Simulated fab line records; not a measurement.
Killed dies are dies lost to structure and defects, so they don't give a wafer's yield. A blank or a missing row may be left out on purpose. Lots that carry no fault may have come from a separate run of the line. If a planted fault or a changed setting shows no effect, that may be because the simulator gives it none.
A struck lot beside a sound one / flow sky130 / 25 out of 708 route steps
Sound: the wafers L128.3, L128.4, L128.6. The struck wafers were L130.1, L130.4, L130.5. Last of all comes the cause.
Each step with rows lists, per side, the tool, then ch with its chambers, then its first start. Under that, the readings that differ: sound wafers / struck wafers / difference of the means / sigmas: that difference in standard deviations of wafers without a fault.
alike: words and numbers the same on both sides, and readings whose means are apart by under 2 such deviations; not compared: readings that were withheld, readings missing a value for some wafer, numbers with overlapping values and no deviation given by the record, and bounds like >300 which may hide the same value.
Wherever a step has rows on one side only, a row that says differs or no value, or a row with sigmas, the two part there. Numbers that have no deviation but don't overlap get no sigmas and don't part them. A reading that every wafer of one side lacks parts them only if that side has two wafers or more.

first, 1 step without rows for these wafers: SKY_VIA2_SPUTTER_20 (material TiN, target thk 20 nm, time 80 s).
SKY_VIA2_CVD_21: deposits W, target thk 420 nm, time 126.4 s.
  sound on cvd w-01 ch 0,1, day 40 02:31; struck on cvd w-01 ch 0, day 40 16:59
  alike: chamber pressure Torr, heater power w
SKY_VIA2_RS_MEAS_22: a four-point-probe measurement.
  sound: film metro-01 at day 40 02:38; struck: film metro-03 at day 40 17:07
  alike: VIA2_W_RS
SKY_VIA2_THK_MEAS_23: measures by xrf.
  sound: film metro-01 at day 40 02:44; struck: film metro-03 at day 40 17:14
  alike: VIA2_W_THK
SKY_VIA2_CMP_24: polishes, stops on SiO2, t overpolish 20 s, target thk 0 nm.
  sound on cmp-01 ch 1,2,3, day 40 02:47; struck on cmp-01 ch 0,1, day 40 17:17
  alike: motor current A, overpolish run s, time to endpoint s
SKY_METAL3_SPUTTER_00: material Ti, target thk 15 nm, time 10 s.
  sound: pvd sputter-03 at day 40 03:05; struck: pvd sputter-01 at day 40 17:35
  alike: cathode dc power W, chamber pressure pa, throttle valve pct
then, 2 steps without rows for these wafers: SKY_METAL3_SPUTTER_01 (material TiN, target thk 20 nm, time 16.7 s); SKY_METAL3_SPUTTER_02 (material AlCu, target thk 735 nm, time 39.1 s).
SKY_METAL3_SPUTTER_03: material Ti, target thk 5 nm, time 3.3 s.
  sound: pvd sputter-03 at day 40 03:10; struck: pvd sputter-01 at day 40 17:41
  alike: cathode dc power W, chamber pressure pa, throttle valve pct
SKY_METAL3_SPUTTER_04: material TiN, target thk 70 nm, time 58.3 s.
  sound: pvd sputter-03 at day 40 03:11; struck: pvd sputter-01 at day 40 17:41
  alike: cathode dc power W, chamber pressure pa, throttle valve pct
then, 1 step without rows for these wafers: SKY_CAPM_CVD_00 (deposits SiO2, target thk 15.5 nm).
SKY_CAPM_THK_MEAS_01:
  sound: film metro-04 at day 40 03:17; struck: film metro-04 at day 40 17:46
  alike: CAPM_CVD_00_THK
SKY_CAPM_SPUTTER_02: material TiN, target thk 200 nm, time 166.7 s.
  sound: pvd sputter-01 at day 40 03:19; struck: pvd sputter-03 at day 40 17:50
  no value came back on the struck wafers for cathode dc power W (W), chamber pressure pa (Pa), throttle valve pct (%); on the sound wafers cathode dc power W (W) reads 6499.7 6500.5 6499.5
SKY_CAPM_RS_MEAS_03: a four-point-probe measurement.
  sound: film metro-01 at day 40 03:28; struck: film metro-02 at day 40 17:56
reading=CAPM_TIN_RS (ohm/sq); sound=6.91 6.84 6.78; struck=- - -; difference=no value on the struck wafers; sigmas=
SKY_CAPM_THK_MEAS_04: measures by xrf.
  sound: film metro-01 at day 40 03:34; struck: film metro-02 at day 40 18:03
reading=CAPM_TIN_THK (nm); sound=197.1 199.2 200.1; struck=<0.0 <0.0 <0.0; difference=differs; sigmas=
then, 7 steps without rows for these wafers: SKY_CAPM_DEHYDRATE_05 (time 60 s); SKY_CAPM_HMDS_06 (prime time 60 s); SKY_CAPM_COAT_07 (resist thk 1140 nm); SKY_CAPM_SOFTBAKE_08 (time 60 s); SKY_CAPM_EXPOSE_09 (exposes mask CAPM, target cd 1000 nm); SKY_CAPM_PEB_10; SKY_CAPM_DEVELOP_11 (develop time 60 s).
SKY_CAPM_OVL_MEAS_12:
  sound: overlay-01 at day 41 04:02; struck: overlay-02 at day 41 19:20
  alike: CAPM_OVL
SKY_CAPM_METAL_ETCH_13: etches TiN in Cl2/BCl3, stops on SiO2, target depth 220 nm, time 62.9 s.
  sound on rie metal-02 ch 0,1, day 41 04:05; struck on rie metal-04 ch 0,1, day 41 19:22
reading=drypump motor current A (A); sound=6.09 6.14 6.12; struck=5.45 5.63 5.45; difference=-0.61; sigmas=-3
reading=oes product au (a.u.); sound=0.933 0.943 0.948; struck=0.373 0.375 0.378; difference=-0.566; sigmas=-75
reading=throttle valve pct (%); sound=21.895 21.894 21.888; struck=22.264 22.258 22.274; difference=+0.373; sigmas=+40
  alike: bcl3 flow sccm, rf fwd power W
  not compared: rf hours counter h
then, 1 step without rows for these wafers: SKY_CAPM_STRIP_14 (strips in O2/N2).

## WHERE THEY PART
First at SKY_CAPM_SPUTTER_02; last, within this record, at SKY_CAPM_METAL_ETCH_13.

WHY: the cause the simulator had injected
Beginning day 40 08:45, the whole step at SKY_CAPM_SPUTTER_02 was skipped on pvd sputter-03. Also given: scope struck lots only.
